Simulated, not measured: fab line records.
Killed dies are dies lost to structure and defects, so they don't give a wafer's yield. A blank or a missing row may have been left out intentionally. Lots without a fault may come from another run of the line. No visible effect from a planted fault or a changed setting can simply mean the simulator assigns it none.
fab line records	flow sky130
record lots=24	wafers=72	last-day=50
route steps=708 shown VIA1@474 VIA2@520 CAPM@537 METAL4@599
lots that met no fault: taken from a fault-free run of the same line
start-h: hours from the record's opening day to when the first of the lot's shown wafers began	wait-h: how many hours have passed since the lot's step before this one	" same as the row above	L1.1+2: a row that stands for several wafers	- either no value or no given start	* or withheld: withheld	< > ~ a bound
route shown NAME@n: a module of which the file shows steps, and the number in the route of the first	usual: mean and standard deviation over wafers with no fault	same: alike in all rows	chamber/n: place in a boat	sites: per-site readings	_std_site: how widely they spread, as a standard deviation	_edge_site: mean of outer sites minus mean of inner sites	radius-mm: how far each site lies from the wafer's centre	mask NAME#n: copy n	behind: tool/chamber where the wafer was last shaped	hold: what put the lot on hold/how long, in hours/how the hold closed	device: the transistor (n, p or np) that didn't switch	end of line: the tests these same wafers got at the end of their route	a step with no rows: only its recipe	killed: count of dies lost to structure and defects at first sort (not the wafer's yield)	map: the dies of a wafer, with x for killed, . for not killed, _ for no die there
set.NAME: the run value of the setting; set.NAME@STEP: its run value at that earlier step	model.NAME: the simulator's own value behind a step, which no gauge read
one table for each step of the route and one row for each wafer, over a sample of lots
services: from which hour (start-h, from the record's first day; less than 0 if before it) a tool's chamber was out of use, for how many hours, and why
## steps
# step SKY_VIA1_STRIP_16
# recipe chemistry=O2/N2	power-w=1400	pressure-mtorr=1500	platen-temp-c=withheld	o2-flow-sccm=3000	n2-flow-sccm=300	overash-fraction=0.5
# usual drypump-motor-current-A=5.7/0.42	oes-product-au=0.416/0.0048	strip-time-to-endpoint-s=4.459/0.024
lot.wafer	tool	chamber	start-h	wait-h	drypump-motor-current-A	oes-product-au	rf-hours-counter-h	strip-time-to-endpoint-s
L074.1	plasma-asher-03	1	800.65	0.0	6.0	0.419	102	4.410
L074.2	"	0	"	"	5.0	0.413	102	4.439
L074.5	"	0	"	"	5.1	0.410	-	4.425
L075.2	plasma-asher-03	1	810.12	0.0	6.0	0.420	103	4.488
L075.3	"	0	"	"	5.0	0.414	-	4.467
L075.4	"	1	"	"	6.0	0.419	-	4.488
L076.2	plasma-asher-04	0	820.62	0.0	5.9	0.432	63	4.452
L076.4	"	1	"	"	5.7	0.419	-	4.438
L076.5	"	0	"	"	6.0	0.411	-	4.447
L077.2	plasma-asher-03	1	834.80	0.0	6.0	0.418	105	4.422
L077.3	"	1	"	"	6.0	0.425	-	4.468
L077.5	"	0	"	"	5.1	0.411	-	4.446
L079.2	plasma-asher-04	1	837.38	0.0	5.7	0.421	65	4.487
L079.4	"	1	"	"	5.7	0.415	-	4.469
L079.5	"	1	"	"	5.7	0.418	-	4.485
L078.2	plasma-asher-03	0	843.15	0.0	5.1	0.405	106	4.451
L078.3	"	1	"	"	6.0	0.420	-	4.489
L078.5	"	0	"	"	5.0	0.433	-	4.498
L080.3	plasma-asher-04	1	849.78	0.1	5.7	0.417	-	4.462
L080.4	"	0	"	"	6.0	0.412	-	4.447
L080.5	"	1	"	"	5.7	0.416	-	4.402
L081.3	plasma-asher-03	1	862.21	0.1	6.0	0.414	-	4.482
L081.4	"	0	"	"	5.1	0.419	-	4.484
L081.6	"	1	"	"	6.0	0.412	-	4.474
L082.2	plasma-asher-01	1	867.27	0.0	5.4	0.418	12	4.449
L082.3	"	1	"	"	5.4	0.420	-	4.474
L082.5	"	1	"	"	5.4	0.407	-	4.449
L083.1	plasma-asher-04	1	881.30	0.0	5.7	0.411	70	4.447
L083.5	"	0	"	"	6.0	0.414	-	4.461
L083.6	"	1	"	"	5.7	0.418	-	4.485
L084.1	plasma-asher-03	1	888.53	0.0	6.0	0.418	110	4.485
L084.3	"	1	"	"	6.1	0.412	-	4.443
L084.5	"	0	"	"	5.0	0.415	-	4.480
L085.1	plasma-asher-01	1	892.55	0.0	5.4	0.411	15	4.399
L085.4	"	1	"	"	5.4	0.412	-	4.461
L085.6	"	1	"	"	5.4	0.413	-	4.491
L086.1	plasma-asher-03	1	893.97	0.0	6.0	0.412	111	4.439
L086.3	"	0	"	"	5.0	0.414	-	4.462
L086.5	"	1	"	"	6.0	0.412	-	4.434
L087.1	plasma-asher-03	0	901.62	0.0	5.1	0.414	112	4.442
L087.3	"	0	"	"	5.1	0.402	-	4.445
L087.6	"	0	"	"	5.1	0.430	-	4.444
L088.2	plasma-asher-03	1	917.45	0.0	6.0	0.421	114	4.477
L088.3	"	1	"	"	6.0	0.418	-	4.432
L088.4	"	0	"	"	5.1	0.418	-	4.440
L089.2	plasma-asher-04	0	922.60	0.0	6.0	0.423	75	4.485
L089.5	"	1	"	"	5.6	0.413	-	4.449
L089.6	"	0	"	"	6.0	0.418	-	4.478
L090.1	plasma-asher-01	0	926.68	0.0	6.3	0.413	17	4.469
L090.4	"	0	"	"	6.3	0.416	-	4.481
L090.5	"	1	"	"	5.4	0.418	-	4.464
L091.2	plasma-asher-01	0	929.10	0.0	6.4	0.413	18	4.467
L091.4	"	0	"	"	6.4	0.417	-	4.433
L091.6	"	1	"	"	5.4	0.412	-	4.432
L092.1	plasma-asher-01	0	936.07	0.0	6.3	0.420	19	4.473
L092.2	"	1	"	"	5.4	0.414	19	4.474
L092.4	"	0	"	"	6.4	0.416	-	4.473
L094.2	plasma-asher-04	0	944.52	0.0	6.0	0.418	77	4.458
L094.3	"	0	"	"	6.0	0.420	-	4.478
L094.5	"	1	"	"	5.7	0.414	-	4.508
L093.1	plasma-asher-04	0	946.95	0.0	6.0	0.411	78	4.492
L093.2	"	1	"	"	5.7	0.412	78	4.469
L093.6	"	1	"	"	5.7	0.417	-	4.470
L095.1	plasma-asher-04	0	958.43	0.0	6.0	0.416	79	4.430
L095.3	"	0	"	"	6.0	0.416	-	4.480
L095.5	"	0	"	"	6.0	0.421	-	4.446
L096.1	plasma-asher-03	0	961.82	0.0	5.1	0.410	119	4.466
L096.5	"	1	"	"	6.0	0.417	-	4.464
L096.6	"	0	"	"	5.1	0.412	-	4.400
L097.2	plasma-asher-04	0	964.00	0.0	6.0	0.421	80	4.471
L097.3	"	1	"	"	5.7	0.412	-	4.467
L097.4	"	0	"	"	6.0	0.417	-	4.433
# step SKY_VIA2_OVL_MEAS_13
# usual VIA2_OVL=2/5.3
lot.wafer	tool	chamber	start-h	wait-h	VIA2_OVL[nm]
L074.1	overlay-01	-	857.62	0.1	0
L074.2	"	-	"	"	0
L074.5	"	-	"	"	-1
L075.2	overlay-02	-	866.23	0.1	7
L075.3	"	-	"	"	3
L075.4	"	-	"	"	5
L076.2	overlay-02	-	875.98	0.1	-3
L076.4	"	-	"	"	-6
L076.5	"	-	"	"	-8
L077.2	overlay-02	-	889.67	0.1	3
L077.3	"	-	"	"	-9
L077.5	"	-	"	"	-8
L079.2	overlay-01	-	891.90	0.1	6
L079.4	"	-	"	"	4
L079.5	"	-	"	"	6
L078.2	overlay-02	-	898.28	0.1	12
L078.3	"	-	"	"	8
L078.5	"	-	"	"	6
L080.3	overlay-01	-	904.43	0.1	-2
L080.4	"	-	"	"	6
L080.5	"	-	"	"	-4
L081.3	overlay-01	-	916.81	0.1	15
L081.4	"	-	"	"	5
L081.6	"	-	"	"	14
L082.2	overlay-02	-	920.07	0.1	0
L082.3	"	-	"	"	0
L082.5	"	-	"	"	-5
L083.1	overlay-02	-	936.17	0.1	12
L083.5	"	-	"	"	12
L083.6	"	-	"	"	6
L084.1	overlay-02	-	941.87	0.1	0
L084.3	"	-	"	"	4
L084.5	"	-	"	"	0
L085.1	overlay-01	-	946.47	0.1	7
L085.4	"	-	"	"	4
L085.6	"	-	"	"	5
L086.1	overlay-02	-	947.77	0.1	-9
L086.3	"	-	"	"	1
L086.5	"	-	"	"	-1
L087.1	overlay-01	-	954.95	0.1	6
L087.3	"	-	"	"	4
L087.6	"	-	"	"	1
L088.2	overlay-01	-	969.33	0.1	-6
L088.3	"	-	"	"	-1
L088.4	"	-	"	"	-6
L089.2	overlay-02	-	975.13	0.1	-1
L089.5	"	-	"	"	-4
L089.6	"	-	"	"	0
L090.1	overlay-02	-	978.20	0.1	5
L090.4	"	-	"	"	5
L090.5	"	-	"	"	5
L091.2	overlay-02	-	981.85	0.1	6
L091.4	"	-	"	"	0
L091.6	"	-	"	"	8
L092.1	overlay-02	-	988.30	0.1	-2
L092.2	"	-	"	"	6
L092.4	"	-	"	"	11
L094.2	overlay-02	-	996.15	0.1	9
L094.3	"	-	"	"	5
L094.5	"	-	"	"	4
L093.1	overlay-02	-	997.62	0.1	-5
L093.2	"	-	"	"	1
L093.6	"	-	"	"	5
L095.1	overlay-01	-	1009.42	0.1	-2
L095.3	"	-	"	"	-5
L095.5	"	-	"	"	-2
L096.1	overlay-01	-	1014.02	0.1	6
L096.5	"	-	"	"	5
L096.6	"	-	"	"	0
L097.2	overlay-01	-	1014.30	0.1	2
L097.3	"	-	"	"	4
L097.4	"	-	"	"	-1
# step SKY_VIA2_RS_MEAS_22
# recipe thk-meas-gauge=four-point-probe	reads=W_of_VIA2_CVD_21+TiN_of_VIA2_SPUTTER_20
# usual VIA2_W_RS=0.271/0.0044
lot.wafer	tool	chamber	start-h	wait-h	VIA2_W_RS[ohm/sq]
L074.1	film-metro-03	-	858.57	0.1	0.270
L074.2	"	-	"	"	0.273
L074.5	"	-	"	"	0.271
L075.2	film-metro-03	-	867.21	0.1	0.273
L075.3	"	-	"	"	0.274
L075.4	"	-	"	"	0.273
L076.2	film-metro-03	-	876.93	0.1	0.265
L076.4	"	-	"	"	0.266
L076.5	"	-	"	"	0.270
L077.2	film-metro-01	-	890.62	0.1	0.273
L077.3	"	-	"	"	0.273
L077.5	"	-	"	"	0.270
L079.2	film-metro-01	-	892.85	0.1	0.274
L079.4	"	-	"	"	0.266
L079.5	"	-	"	"	0.267
L078.2	film-metro-03	-	899.62	0.1	0.273
L078.3	"	-	"	"	0.273
L078.5	"	-	"	"	0.271
L080.3	film-metro-02	-	905.46	0.1	0.279
L080.4	"	-	"	"	0.271
L080.5	"	-	"	"	0.269
L081.3	film-metro-01	-	917.80	0.1	0.276
L081.4	"	-	"	"	0.269
L081.6	"	-	"	"	0.267
L082.2	film-metro-02	-	921.49	0.1	0.276
L082.3	"	-	"	"	0.270
L082.5	"	-	"	"	0.272
L083.1	film-metro-02	-	937.10	0.1	0.271
L083.5	"	-	"	"	0.276
L083.6	"	-	"	"	0.269
L084.1	film-metro-03	-	942.80	0.1	0.266
L084.3	"	-	"	"	0.274
L084.5	"	-	"	"	0.269
L085.1	film-metro-02	-	947.61	0.1	0.266
L085.4	"	-	"	"	0.270
L085.6	"	-	"	"	0.265
L086.1	film-metro-02	-	948.71	0.1	0.273
L086.3	"	-	"	"	0.281
L086.5	"	-	"	"	0.272
L087.1	film-metro-02	-	955.88	0.1	0.272
L087.3	"	-	"	"	0.275
L087.6	"	-	"	"	0.278
L088.2	film-metro-03	-	970.27	0.1	0.270
L088.3	"	-	"	"	0.272
L088.4	"	-	"	"	0.276
L089.2	film-metro-02	-	976.10	0.1	0.279
L089.5	"	-	"	"	0.280
L089.6	"	-	"	"	0.272
L090.1	film-metro-03	-	979.16	0.1	0.261
L090.4	"	-	"	"	0.267
L090.5	"	-	"	"	0.268
L091.2	film-metro-03	-	982.79	0.1	0.272
L091.4	"	-	"	"	0.267
L091.6	"	-	"	"	0.268
L092.1	film-metro-01	-	989.22	0.1	0.272
L092.2	"	-	"	"	0.264
L092.4	"	-	"	"	0.266
L094.2	film-metro-03	-	997.10	0.1	0.264
L094.3	"	-	"	"	0.261
L094.5	"	-	"	"	0.265
L093.1	film-metro-01	-	998.61	0.1	0.272
L093.2	"	-	"	"	0.277
L093.6	"	-	"	"	0.267
L095.1	film-metro-03	-	1010.46	0.1	0.267
L095.3	"	-	"	"	0.269
L095.5	"	-	"	"	0.265
L096.1	film-metro-01	-	1014.99	0.1	0.262
L096.5	"	-	"	"	0.263
L096.6	"	-	"	"	0.269
L097.2	film-metro-02	-	1015.31	0.1	0.272
L097.3	"	-	"	"	0.274
L097.4	"	-	"	"	0.277
# step SKY_CAPM_CVD_00
# recipe material=SiO2	target-thk-nm=15.5	temp-c=400	time-s=withheld	rf-w=450
# usual heater-power-w=721/79
lot.wafer	tool	chamber	start-h	wait-h	heater-power-w
L074.1	pecvd-02	0	859.21	0.0	658
L074.2	"	2	"	"	875
L074.5	"	2	"	"	863
L075.2	pecvd-01	1	867.82	0.0	713
L075.3	"	0	"	"	659
L075.4	"	0	"	"	642
L076.2	pecvd-02	0	877.54	0.0	655
L076.4	"	2	"	"	870
L076.5	"	1	"	"	654
L077.2	pecvd-04	2	891.23	0.0	839
L077.3	"	1	"	"	645
L077.5	"	1	"	"	631
L079.2	pecvd-01	2	893.49	0.0	728
L079.4	"	0	"	"	614
L079.5	"	1	"	"	679
L078.2	pecvd-04	1	900.24	0.0	716
L078.3	"	0	"	"	764
L078.5	"	1	"	"	713
L080.3	pecvd-04	1	906.05	0.0	703
L080.4	"	0	"	"	755
L080.5	"	1	"	"	715
L081.3	pecvd-04	1	918.40	0.0	633
L081.4	"	2	"	"	824
L081.6	"	0	"	"	671
L082.2	pecvd-02	0	922.12	0.0	619
L082.3	"	0	"	"	605
L082.5	"	0	"	"	632
L083.1	pecvd-04	0	937.73	0.0	732
L083.5	"	2	"	"	737
L083.6	"	1	"	"	599
L084.1	pecvd-04	1	943.43	0.0	741
L084.3	"	2	"	"	724
L084.5	"	0	"	"	759
L085.1	pecvd-04	0	948.24	0.0	743
L085.4	"	0	"	"	759
L085.6	"	2	"	"	743
L086.1	pecvd-02	2	949.35	0.0	890
L086.3	"	0	"	"	568
L086.5	"	1	"	"	702
L087.1	pecvd-04	0	956.62	0.0	745
L087.3	"	2	"	"	802
L087.6	"	0	"	"	762
L088.2	pecvd-02	0	971.02	0.0	592
L088.3	"	1	"	"	673
L088.4	"	0	"	"	596
L089.2	pecvd-01	2	976.71	0.0	808
L089.5	"	2	"	"	808
L089.6	"	0	"	"	674
L090.1	pecvd-02	1	979.80	0.0	709
L090.4	"	1	"	"	711
L090.5	"	1	"	"	701
L091.2	pecvd-04	1	983.41	0.0	762
L091.4	"	1	"	"	732
L091.6	"	2	"	"	723
L092.1	pecvd-01	1	990.01	0.0	806
L092.2	"	2	"	"	702
L092.4	"	2	"	"	700
L094.2	pecvd-02	2	997.72	0.0	799
L094.3	"	0	"	"	662
L094.5	"	1	"	"	768
L093.1	pecvd-01	2	999.24	0.0	825
L093.2	"	1	"	"	808
L093.6	"	2	"	"	816
L095.1	pecvd-01	0	1011.10	0.0	620
L095.3	"	2	"	"	781
L095.5	"	0	"	"	613
L096.1	pecvd-02	2	1015.62	0.0	829
L096.5	"	0	"	"	565
L096.6	"	2	"	"	844
L097.2	pecvd-01	2	1015.92	0.0	827
L097.3	"	1	"	"	824
L097.4	"	1	"	"	819
# step SKY_CAPM_SPUTTER_02
# recipe material=TiN	target-thk-nm=200	temp-c=300	power-w=6500	time-s=161.7	chamber-pressure-pa=0.4
# usual throttle-valve-pct=29.6/0.68
# same time-s=161.7
lot.wafer	tool	chamber	start-h	wait-h	throttle-valve-pct
L074.1	pvd-sputter-04	-	859.29	0.1	29.6
L074.2	"	-	"	"	29.5
L074.5	"	-	"	"	29.1
L075.2	pvd-sputter-02	-	867.90	0.0	31.0
L075.3	"	-	"	"	30.3
L075.4	"	-	"	"	30.2
L076.2	pvd-sputter-02	-	877.62	0.0	30.3
L076.4	"	-	"	"	30.3
L076.5	"	-	"	"	30.3
L077.2	pvd-sputter-04	-	891.31	0.0	29.6
L077.3	"	-	"	"	29.5
L077.5	"	-	"	"	29.5
L079.2	pvd-sputter-01	-	893.57	0.0	28.8
L079.4	"	-	"	"	30.9
L079.5	"	-	"	"	30.9
L078.2	pvd-sputter-01	-	900.32	0.0	28.9
L078.3	"	-	"	"	28.6
L078.5	"	-	"	"	28.2
L080.3	pvd-sputter-02	-	906.13	0.0	30.7
L080.4	"	-	"	"	30.5
L080.5	"	-	"	"	30.2
L081.3	pvd-sputter-02	-	918.48	0.0	30.4
L081.4	"	-	"	"	30.7
L081.6	"	-	"	"	30.2
L082.2	pvd-sputter-04	-	922.23	0.0	29.3
L082.3	"	-	"	"	29.5
L082.5	"	-	"	"	29.5
L083.1	pvd-sputter-04	-	937.81	0.1	29.5
L083.5	"	-	"	"	29.2
L083.6	"	-	"	"	29.4
L084.1	pvd-sputter-04	-	943.51	0.1	29.2
L084.3	"	-	"	"	29.5
L084.5	"	-	"	"	29.0
L085.1	pvd-sputter-01	-	948.33	0.1	30.7
L085.4	"	-	"	"	28.3
L085.6	"	-	"	"	30.7
L086.1	pvd-sputter-04	-	949.43	0.1	29.3
L086.3	"	-	"	"	29.2
L086.5	"	-	"	"	29.5
L087.1	pvd-sputter-01	-	956.72	0.1	28.3
L087.3	"	-	"	"	28.9
L087.6	"	-	"	"	29.0
L088.2	pvd-sputter-04	-	971.11	0.0	29.5
L088.3	"	-	"	"	29.2
L088.4	"	-	"	"	29.1
L089.2	pvd-sputter-04	-	976.79	0.0	29.4
L089.5	"	-	"	"	29.6
L089.6	"	-	"	"	29.8
L090.1	pvd-sputter-04	-	979.89	0.1	29.2
L090.4	"	-	"	"	29.5
L090.5	"	-	"	"	29.2
L091.2	pvd-sputter-04	-	983.49	0.0	29.3
L091.4	"	-	"	"	29.5
L091.6	"	-	"	"	29.5
L092.1	pvd-sputter-04	-	990.09	0.1	29.0
L092.2	"	-	"	"	29.8
L092.4	"	-	"	"	29.4
L094.2	pvd-sputter-02	-	997.80	0.0	30.2
L094.3	"	-	"	"	31.1
L094.5	"	-	"	"	30.2
L093.1	pvd-sputter-04	-	999.32	0.1	29.6
L093.2	"	-	"	"	29.4
L093.6	"	-	"	"	29.7
L095.1	pvd-sputter-04	-	1011.18	0.1	29.4
L095.3	"	-	"	"	29.3
L095.5	"	-	"	"	29.0
L096.1	pvd-sputter-04	-	1015.71	0.1	29.1
L096.5	"	-	"	"	29.0
L096.6	"	-	"	"	29.3
L097.2	pvd-sputter-01	-	1016.01	0.0	28.2
L097.3	"	-	"	"	28.5
L097.4	"	-	"	"	29.2
# step SKY_METAL4_SPUTTER_01
# recipe material=TiN	target-thk-nm=20	power-w=6500	time-s=16.7	chamber-pressure-pa=0.4
# usual throttle-valve-pct=29.5/0.68
# same time-s=16.7
lot.wafer	tool	chamber	start-h	wait-h	throttle-valve-pct
L074.1	pvd-sputter-03	-	940.55	0.0	30.9
L074.2	"	-	"	"	28.9
L074.5	"	-	"	"	28.9
L075.2	pvd-sputter-01	-	946.58	0.0	31.0
L075.3	"	-	"	"	28.9
L075.4	"	-	"	"	28.5
L076.2	pvd-sputter-04	-	957.09	0.0	29.4
L076.4	"	-	"	"	29.0
L076.5	"	-	"	"	29.4
L077.2	pvd-sputter-01	-	969.45	0.0	28.6
L077.3	"	-	"	"	28.6
L077.5	"	-	"	"	28.3
L079.2	pvd-sputter-03	-	972.86	0.0	30.0
L079.4	"	-	"	"	29.6
L079.5	"	-	"	"	29.7
L078.2	pvd-sputter-04	-	978.53	0.0	29.6
L078.3	"	-	"	"	29.9
L078.5	"	-	"	"	28.8
L080.3	pvd-sputter-03	-	984.57	0.0	29.7
L080.4	"	-	"	"	30.7
L080.5	"	-	"	"	29.5
L081.3	pvd-sputter-04	-	994.18	0.0	29.0
L081.4	"	-	"	"	29.5
L081.6	"	-	"	"	28.9
L082.2	pvd-sputter-01	-	999.78	0.0	28.3
L082.3	"	-	"	"	31.0
L082.5	"	-	"	"	29.0
L083.1	pvd-sputter-04	-	1014.48	0.0	28.8
L083.5	"	-	"	"	29.9
L083.6	"	-	"	"	29.0
L084.1	pvd-sputter-03	-	1019.12	0.0	29.8
L084.3	"	-	"	"	29.8
L084.5	"	-	"	"	29.8
L085.1	pvd-sputter-03	-	1024.35	0.0	29.5
L085.4	"	-	"	"	29.7
L085.6	"	-	"	"	29.6
L086.1	pvd-sputter-04	-	1025.18	0.0	29.7
L086.3	"	-	"	"	29.6
L086.5	"	-	"	"	29.5
L087.1	pvd-sputter-04	-	1031.87	0.0	29.7
L087.3	"	-	"	"	29.0
L087.6	"	-	"	"	29.2
L088.2	pvd-sputter-01	-	1044.42	0.0	31.0
L088.3	"	-	"	"	29.0
L088.4	"	-	"	"	29.1
L089.2	pvd-sputter-03	-	1049.55	0.0	30.9
L089.5	"	-	"	"	30.8
L089.6	"	-	"	"	29.8
L090.1	pvd-sputter-01	-	1052.27	0.0	30.8
L090.4	"	-	"	"	29.1
L090.5	"	-	"	"	30.7
L091.2	pvd-sputter-04	-	1057.29	0.0	29.0
L091.4	"	-	"	"	29.5
L091.6	"	-	"	"	29.6
L092.1	pvd-sputter-04	-	1063.55	0.0	29.1
L092.2	"	-	"	"	29.7
L092.4	"	-	"	"	29.9
L094.2	pvd-sputter-03	-	1068.84	0.0	29.7
L094.3	"	-	"	"	31.1
L094.5	"	-	"	"	29.7
L093.1	pvd-sputter-03	-	1071.84	0.0	30.7
L093.2	"	-	"	"	29.7
L093.6	"	-	"	"	29.8
L095.1	pvd-sputter-03	-	1081.78	0.0	29.7
L095.3	"	-	"	"	29.1
L095.5	"	-	"	"	29.0
L096.1	pvd-sputter-01	-	1087.37	0.0	28.6
L096.5	"	-	"	"	28.4
L096.6	"	-	"	"	28.8
L097.2	pvd-sputter-04	-	1087.67	0.0	29.5
L097.3	"	-	"	"	29.2
L097.4	"	-	"	"	29.6
## services
tool	chamber	start-h	hours	kind
pecvd-02	0	784.16	3.7	repair
pecvd-01	-	832.76	1.7	repair
pvd-sputter-04	-	835.57	3.9	repair
pecvd-04	-	853.29	2.2	repair
pvd-sputter-04	-	871.07	0.6	repair
pvd-sputter-04	-	878.24	1.3	repair
pecvd-02	-	905.29	0.5	repair
pecvd-04	-	912.18	0.6	repair
plasma-asher-01	-	913.00	7.8	repair
pecvd-02	2	918.42	7.6	repair
pecvd-04	1	947.82	17.3	repair
pecvd-02	2	962.12	23.1	repair
pecvd-01	-	970.98	1.9	repair
pvd-sputter-01	-	972.30	1.1	repair
pecvd-01	1	993.43	2.9	repair
pvd-sputter-03	-	998.02	3.0	repair
pecvd-02	1	1007.07	7.6	repair
pvd-sputter-03	-	1011.24	1.3	repair
pecvd-04	0	1029.25	12.3	repair
pecvd-01	0	1036.01	7.7	repair
plasma-asher-04	-	1036.06	6.7	pm
pvd-sputter-04	-	1037.13	13.5	repair
plasma-asher-03	-	1055.34	9.0	pm
pecvd-04	-	1082.09	1.0	repair
## key
fault none
